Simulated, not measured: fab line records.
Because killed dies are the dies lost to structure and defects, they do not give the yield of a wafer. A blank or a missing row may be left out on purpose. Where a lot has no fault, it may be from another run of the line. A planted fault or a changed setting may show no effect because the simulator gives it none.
The same fault as seen by 2 desks + flow sky130 + numbers are kept per desk, each desk with only its own; the story behind them comes last

## METROLOGY DESK
Lot by lot, what the gauges showed, no matter which tool ran the lot: averages of those sampled wafers that carry a number. If a lot's mean is further than 4 standard deviations from the usual mean, the lot is out of limits and carries the mark OUT (the distance appears in the brackets).
Columns: A = cd-nm at SKY_SD_P_CD_MEAS_07, usual 380.0 nm; B = cd-nm at SKY_VIA1_CD_MEAS_12, usual 150.2 nm
| lot  | first seen here | A     | B     |
|------|-----------------|-------|-------|
| L578 | day 25 08:09    | 377.6 | 149.1 |
| L580 | day 25 20:02    | 379.6 | 151.3 |
| L581 | day 26 13:21    | 381.7 | 149.2 |
| L590 | day 29 15:50    | 379.9 | 149.8 |
| L591 | day 30 06:53    | 378.9 | 150.5 |
| L594 | day 31 07:09    | 383.4 | 151.2 |
| L595 | day 31 11:38    | 378.8 | 147.1 |
| L596 | day 31 17:22    | 378.7 | 147.3 |
| L597 | day 32 04:09    | 377.8 | 151.8 |
| L599 | day 32 09:56    | 379.3 | 151.7 |
| L598 | day 32 13:33    | 378.7 | 152.4 |
| L600 | day 32 17:18    | 380.6 | 150.9 |
This desk's finding: nothing out of limits on any of the 12 lots.

## DESK OF THE TOOL OWNER: litho-track-01
The tool's own readings at SKY_POLY_GATE_DEVELOP_12 (develop time 60 s): means of the sampled wafers that have a number, for each lot that ran on this tool. If a lot's mean is further than 4 standard deviations from the usual mean, the lot is out of limits and carries the mark OUT (the distance appears in the brackets).
Columns: A = chill-plate-temp-C at SKY_POLY_GATE_DEVELOP_12, usual 22.99 C
| lot  | first seen here | A     |
|------|-----------------|-------|
| L578 | day 16 08:00    | 22.86 |
| L580 | day 16 20:00    | 23.09 |
| L591 | day 21 11:00    | 22.95 |
| L597 | day 23 15:00    | 23.02 |
This desk's finding: nothing out of limits on any of the 4 lots.

## ALL TOGETHER
From the metrology desk's view, nothing was out of limits.
The desk of the tool owner found nothing out of limits.

## WHAT WAS PUT IN BY THE SIMULATOR
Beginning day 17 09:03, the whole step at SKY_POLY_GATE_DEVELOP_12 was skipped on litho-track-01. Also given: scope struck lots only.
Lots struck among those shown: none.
